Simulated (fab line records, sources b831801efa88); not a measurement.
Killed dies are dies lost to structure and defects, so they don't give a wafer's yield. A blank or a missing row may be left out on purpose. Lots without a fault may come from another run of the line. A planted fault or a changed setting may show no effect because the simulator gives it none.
Which tool did it? | flow sky130 | 12 lots, 36 wafers sampled, at 5 steps of a route of 708

WHAT THE GAUGES READ, wafer by wafer
The record holds no reading of a measuring or inspecting step that can be judged against a usual standard deviation.

WHICH TOOL RAN EACH LOT (tool, then ch and the chambers of the sampled wafers, then the start)
lot  | SKY_METAL2_SPUTTER_03        | SKY_VIA3_SPUTTER_20          | SKY_METAL4_EXPOSE_10              | SKY_METAL5_SPUTTER_00        | SKY_PAD_OPEN_PROBE_99
L294 | pvd_sputter-04, day 34 07:27 | pvd_sputter-03, day 39 23:53 | krf_scanner-01 ch 0, day 41 13:46 | pvd_sputter-03, day 43 04:52 | prober-02, day 46 02:40
L295 | pvd_sputter-02, day 34 15:59 | pvd_sputter-02, day 40 07:21 | krf_scanner-01 ch 0, day 41 20:46 | pvd_sputter-03, day 43 11:24 | prober-01, day 46 08:16
L296 | pvd_sputter-04, day 35 01:23 | pvd_sputter-04, day 40 16:48 | krf_scanner-02 ch 0, day 42 07:29 | pvd_sputter-04, day 43 20:00 | prober-02, day 46 17:04
L297 | pvd_sputter-02, day 35 17:36 | pvd_sputter-03, day 41 07:32 | krf_scanner-02 ch 0, day 42 20:27 | pvd_sputter-04, day 44 10:23 | prober-01, day 47 05:52
L298 | pvd_sputter-02, day 36 02:05 | pvd_sputter-04, day 41 14:47 | krf_scanner-02 ch 0, day 43 05:09 | pvd_sputter-03, day 44 17:39 | prober-02, day 47 11:53
L299 | pvd_sputter-02, day 36 06:51 | pvd_sputter-04, day 41 19:15 | krf_scanner-01 ch 0, day 43 08:35 | pvd_sputter-02, day 44 20:57 | prober-01, day 47 14:20
L300 | pvd_sputter-03, day 36 21:46 | pvd_sputter-02, day 42 08:51 | krf_scanner-01 ch 0, day 43 21:27 | pvd_sputter-02, day 45 09:51 | prober-02, day 48 02:55
L301 | pvd_sputter-02, day 37 06:16 | pvd_sputter-03, day 42 15:52 | krf_scanner-02 ch 0, day 44 05:02 | pvd_sputter-02, day 45 16:49 | prober-01, day 48 09:59
L302 | pvd_sputter-04, day 37 12:40 | pvd_sputter-03, day 42 23:10 | krf_scanner-02 ch 0, day 44 10:25 | pvd_sputter-04, day 45 21:38 | prober-02, day 48 14:28
L304 | pvd_sputter-02, day 37 17:58 | pvd_sputter-04, day 43 03:22 | krf_scanner-02 ch 0, day 44 15:08 | pvd_sputter-02, day 46 03:05 | prober-02, day 48 19:45
L307 | pvd_sputter-04, day 38 19:57 | pvd_sputter-03, day 44 00:28 | krf_scanner-02 ch 0, day 45 11:57 | pvd_sputter-02, day 46 21:43 | prober-01, day 49 11:04
L309 | pvd_sputter-03, day 39 03:07 | pvd_sputter-02, day 44 08:35 | krf_scanner-02 ch 0, day 45 18:41 | pvd_sputter-04, day 47 05:05 | prober-02, day 49 18:40
- SKY_METAL2_SPUTTER_03: material Ti, target thk 5 nm, time 3.3 s.
- SKY_VIA3_SPUTTER_20: material TiN, target thk 20 nm, time 80 s.
- SKY_METAL4_EXPOSE_10: exposes mask MM4, target cd 300 nm.
- SKY_METAL5_SPUTTER_00: material Ti, target thk 15 nm, time 10 s.
- SKY_PAD_OPEN_PROBE_99

WHAT THE TOOLS THEMSELVES READ (means of the sampled wafers that have a number; where no wafer has one, the mark that the record gives instead)
SKY_METAL2_SPUTTER_03.
lot  | tool           | throttle_valve_pct (%)
L294 | pvd_sputter-04 | 30.0
L295 | pvd_sputter-02 | 31.0
L296 | pvd_sputter-04 | 29.9
L297 | pvd_sputter-02 | 30.3
L298 | pvd_sputter-02 | 30.9
L299 | pvd_sputter-02 | 30.8
L300 | pvd_sputter-03 | 30.1
L301 | pvd_sputter-02 | 31.9
L302 | pvd_sputter-04 | 29.9
L304 | pvd_sputter-02 | 29.2
L307 | pvd_sputter-04 | 30.1
L309 | pvd_sputter-03 | 29.7

SKY_VIA3_SPUTTER_20.
lot  | tool           | throttle_valve_pct (%)
L294 | pvd_sputter-03 | 29.9
L295 | pvd_sputter-02 | 30.7
L296 | pvd_sputter-04 | 30.1
L297 | pvd_sputter-03 | 29.1
L298 | pvd_sputter-04 | 29.6
L299 | pvd_sputter-04 | 29.6
L300 | pvd_sputter-02 | 30.9
L301 | pvd_sputter-03 | 30.1
L302 | pvd_sputter-03 | 30.3
L304 | pvd_sputter-04 | 30.1
L307 | pvd_sputter-03 | 29.8
L309 | pvd_sputter-02 | 30.2

SKY_METAL4_EXPOSE_10.
lot  | tool           | exposure_dose_mJ_cm2 | reticle_temp_C (C)
L294 | krf_scanner-01 | 27.96                | 23.07
L295 | krf_scanner-01 | 27.91                | 22.93
L296 | krf_scanner-02 | 27.94                | 23.04
L297 | krf_scanner-02 | 27.94                | 23.00
L298 | krf_scanner-02 | 27.99                | 22.93
L299 | krf_scanner-01 | 27.97                | 23.04
L300 | krf_scanner-01 | 27.95                | 22.94
L301 | krf_scanner-02 | 27.96                | 22.89
L302 | krf_scanner-02 | 28.00                | 22.91
L304 | krf_scanner-02 | 27.54                | 23.14
L307 | krf_scanner-02 | 27.61                | 22.95
L309 | krf_scanner-02 | 27.61                | 22.91

SKY_METAL5_SPUTTER_00.
lot  | tool           | throttle_valve_pct (%)
L294 | pvd_sputter-03 | 29.7
L295 | pvd_sputter-03 | 29.8
L296 | pvd_sputter-04 | 30.1
L297 | pvd_sputter-04 | 29.8
L298 | pvd_sputter-03 | 29.8
L299 | pvd_sputter-02 | 31.1
L300 | pvd_sputter-02 | 32.3
L301 | pvd_sputter-02 | 31.4
L302 | pvd_sputter-04 | 30.5
L304 | pvd_sputter-02 | 31.8
L307 | pvd_sputter-02 | 31.7
L309 | pvd_sputter-04 | 30.2

SKY_PAD_OPEN_PROBE_99.
lot  | tool      | defect_limited_yield (%) | killed_at_M0_to_M3 | killed_at_M4_up | killed_at_contacts | killed_at_front_end | killed_at_other | killed_dies | killed_open | killed_short | sort_bin_3_pad_short (%) | sort_bin_5_function (%) | sort_bin_6_memory (%) | sort_n_pass | sort_yield_pct (%)
L294 | prober-02 | 82.1                     | 47                 | 2.7             | 23                 | 16                  | 0.0             | 88          | 48          | 40           | 0.9                      | 10.6                    | 6.5                   | 404         | 82.1
L295 | prober-01 | 83.2                     | 39                 | 2.3             | 25                 | 14                  | 1.7             | 82          | 42          | 39           | 0.6                      | 9.7                     | 6.4                   | 410         | 83.2
L296 | prober-02 | 82.2                     | 45                 | 5.0             | 22                 | 15                  | 0.7             | 88          | 50          | 37           | 1.1                      | 10.1                    | 6.6                   | 404         | 82.2
L297 | prober-01 | 82.6                     | 42                 | 3.3             | 25                 | 15                  | 0.0             | 85          | 51          | 34           | 0.5                      | 10.7                    | 6.2                   | 407         | 82.6
L298 | prober-02 | 82.8                     | 42                 | 2.3             | 25                 | 15                  | 1.0             | 85          | 43          | 41           | 1.4                      | 10.0                    | 5.8                   | 407         | 82.8
L299 | prober-01 | 81.2                     | 51                 | 3.7             | 18                 | 19                  | 1.0             | 92          | 46          | 44           | 0.7                      | 11.1                    | 7.0                   | 400         | 81.2
L300 | prober-02 | 80.4                     | 50                 | 2.7             | 28                 | 16                  | 0.3             | 96          | 51          | 45           | 1.0                      | 11.6                    | 7.0                   | 396         | 80.4
L301 | prober-01 | 80.2                     | 48                 | 2.7             | 28                 | 19                  | 0.3             | 97          | 56          | 41           | 0.9                      | 13.3                    | 5.6                   | 395         | 80.2
L302 | prober-02 | 82.6                     | 46                 | 3.0             | 24                 | 12                  | 0.7             | 85          | 48          | 37           | 0.9                      | 10.3                    | 6.2                   | 407         | 82.6
L304 | prober-02 | 83.6                     | 44                 | 3.7             | 20                 | 14                  | 0.0             | 81          | 45          | 35           | 0.8                      | 10.0                    | 5.6                   | 411         | 83.6
L307 | prober-01 | 82.9                     | 39                 | 3.0             | 25                 | 16                  | 0.7             | 84          | 47          | 38           | 0.4                      | 10.5                    | 6.2                   | 408         | 82.9
L309 | prober-02 | 82.8                     | 45                 | 3.3             | 24                 | 12                  | 0.3             | 85          | 46          | 38           | 0.6                      | 9.9                     | 6.6                   | 407         | 82.8

THE ANSWER, worked out from the rows above alone
Rule: what is usual is taken from the lots themselves. Put in order of their means at a reading, lots are off if they are a third of the lots or fewer, leave a main group of 4 or more, and stand apart from it by a gap of 3 or more times the standard deviation of the main group's means; of several such gaps the widest counts. A main group whose means are all the same, to the digits that the tables above print for the reading, isn't used. A lot without any number at a reading at which 4 lots or more have one is off too. The other lots that the step has rows for count as sound. The gauges are gone through in route order, then the tools' own readings, and for those a lot's mean is taken as printed above. The first step at which some lot is off is used, and at that step the reading that is off furthest; a lot without a number counts as furthest.
Off: L304, L307, L309, at SKY_METAL4_EXPOSE_10 (exposure_dose_mJ_cm2). The main group: mean 27.96, standard deviation 0.026.
A tool fits if, at that step or a process step before it, it ran every lot that is off, and no sound lot after the first of them. One fits: krf_scanner-02 at SKY_METAL4_EXPOSE_10. Its last sound lot is L302 (day 44 10:25), its first lot that is off L304 (day 44 15:08): a fault that began between those two fits.
The tool's own readings at SKY_METAL4_EXPOSE_10 bear it out: on the lots that are off they differ by more than 5 times the standard deviation of the sound lots' means. exposure_dose_mJ_cm2 reads 27.59 there against 27.96 on the sound lots.

WHAT THE SIMULATOR HAD PUT IN
Process parameter drift: krf_scanner-02, from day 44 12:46 on, at SKY_METAL4_EXPOSE_10. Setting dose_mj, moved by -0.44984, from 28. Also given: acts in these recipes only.
Lots struck among those shown: L304, L307, L309. The rule above found the same.
